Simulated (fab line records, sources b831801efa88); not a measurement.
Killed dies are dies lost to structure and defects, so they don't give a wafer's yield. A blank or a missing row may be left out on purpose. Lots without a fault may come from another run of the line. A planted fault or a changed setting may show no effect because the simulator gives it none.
A struck lot beside a sound one | flow sky130 | 16 steps out of a route of 708
Sound: wafers L502.2, L502.3, L502.5. Struck: wafer L507.3. (L507.1, L507.2 of the same lot were not struck and are left out.) The cause comes at the end.
At each step with rows: each side's tool, then ch and its chambers, then its first start. Under that, the readings that differ: sound wafers | struck wafers | difference of the means | sigmas: that difference in standard deviations of wafers without a fault.
alike: readings whose means differ by less than 2 such deviations, and words and numbers that are the same on both sides. not compared: withheld readings, readings that some wafer has no value for, bounds like >300 that may hide the same value, and numbers for which the record gives no deviation and whose values overlap.
The two part at a step that has a row with sigmas, a row that says differs or no value, or rows on one side only. Numbers that don't overlap but have no deviation are shown without sigmas and don't part them. A reading that every wafer of one side lacks parts them only if that side has two wafers or more.

first, 3 steps without rows for these wafers: SKY_METAL1_EXPOSE_12 (exposes mask MM1, target cd 140 nm); SKY_METAL1_PEB_13; SKY_METAL1_DEVELOP_14 (develop time 60 s).
SKY_METAL1_CD_MEAS_15: target cd 140 nm.
  sound on cd_sem-02, day 34 23:20; struck on cd_sem-01, day 36 04:10
  alike: cd_nm
SKY_METAL1_OVL_MEAS_16:
  sound on overlay-02, day 34 23:26; struck on overlay-02, day 36 04:17
  alike: METAL1_OVL
SKY_METAL1_DESCUM_17: chemistry O2, time 8 s.
  sound on rie_metal-04 ch 0,1, day 34 23:28; struck on rie_metal-04 ch 1, day 36 04:19
  alike: drypump_motor_current_A, oes_product_au
  not compared: rf_hours_counter_h
SKY_METAL1_ETCH_18: etches BARC in N2/H2, stops on SiO2, time 45.9 s, target depth 60 nm.
  sound on rie_metal-04 ch 0,1, day 34 23:31; struck on rie_metal-04 ch 1, day 36 04:23
  alike: drypump_motor_current_A, oes_product_au, throttle_valve_pct
  not compared: rf_hours_counter_h
SKY_METAL1_METAL_ETCH_19: etches the open film in Cl2/BCl3, stops on SiO2, target depth 360 nm, time 78 s.
  sound on rie_metal-04 ch 0,1, day 34 23:34; struck on rie_metal-04 ch 1, day 36 04:31
  alike: bcl3_flow_sccm, drypump_motor_current_A, oes_product_au, throttle_valve_pct
  not compared: rf_hours_counter_h
SKY_METAL1_STRIP_20: strips in O2/N2.
  sound on plasma_asher-02 ch 0,1, day 34 23:40; struck on plasma_asher-02 ch 0, day 36 04:41
  alike: drypump_motor_current_A, oes_product_au, strip_time_to_endpoint_s
  not compared: rf_hours_counter_h
then, 3 steps without rows for these wafers: SKY_METAL1_STRIP_21 (strips in post etch residue remover, time 1200 s); SKY_METAL1_CLEAN_22 (cleans in IPA, time 180 s); SKY_METAL1_CLEAN_23 (cleans in O3/DIW).
SKY_VIA1_HDPCVD_00: deposits SiO2, target thk 1030 nm, time 171.7 s.
  sound on hdpcvd-01 ch 0,2, day 35 00:15; struck on hdpcvd-02 ch 2, day 36 05:17
  reading                                  | sound             | struck | difference | sigmas
  sih4_flow_sccm (sccm)                    | 59.90 60.06 60.15 | 51.41  | -8.63      | -45
  model.SiO2_of_VIA1_HDPCVD_00.thk_nm (nm) | 1023 1018 1021    | 872.9  | -147.8     |
  alike: pressure_mtorr
SKY_VIA1_THK_MEAS_01:
  sound on film_metro-03, day 35 00:22; struck on film_metro-03, day 36 05:24
  reading              | sound          | struck | difference | sigmas
  VIA1_HDPCVD_THK (nm) | 1023 1018 1021 | 873    | -148       | -12
SKY_VIA1_CMP_02: polishes SiO2.
  sound on cmp-02 ch 2,3, day 35 00:25; struck on cmp-02 ch 3, day 36 05:28
  alike: head_pressure_psi, motor_current_A
-- the record jumps here: 12 days lie between the struck wafers' starts before and after (it left off in module VIA1 and takes up again in module PAD_OPEN, whose first step shown is number 708 of the route) --
SKY_PAD_OPEN_PROBE_99:
  sound on prober-01, day 47 11:23; struck on prober-01, day 48 07:59
  reading         | sound | struck | difference | sigmas
  killed_at_M4_up | 7 4 5 | 10     | +5         | +2
  alike: defect_limited_yield, killed_at_M0_to_M3, killed_at_contacts, killed_at_front_end, killed_at_other, killed_dies, killed_on_rim, killed_open, killed_short, sort_bin_3_pad_short, sort_bin_5_function, sort_bin_6_memory, sort_n_pass, sort_yield_pct

WHERE THEY PART
First at SKY_VIA1_HDPCVD_00; last, within this record, at SKY_PAD_OPEN_PROBE_99.

WHY: what the simulator had put in
Process parameter drift: hdpcvd-02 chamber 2, from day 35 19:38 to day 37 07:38, at SKY_VIA1_HDPCVD_00. Setting sih4_flow_sccm, moved by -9, from 60. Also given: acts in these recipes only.
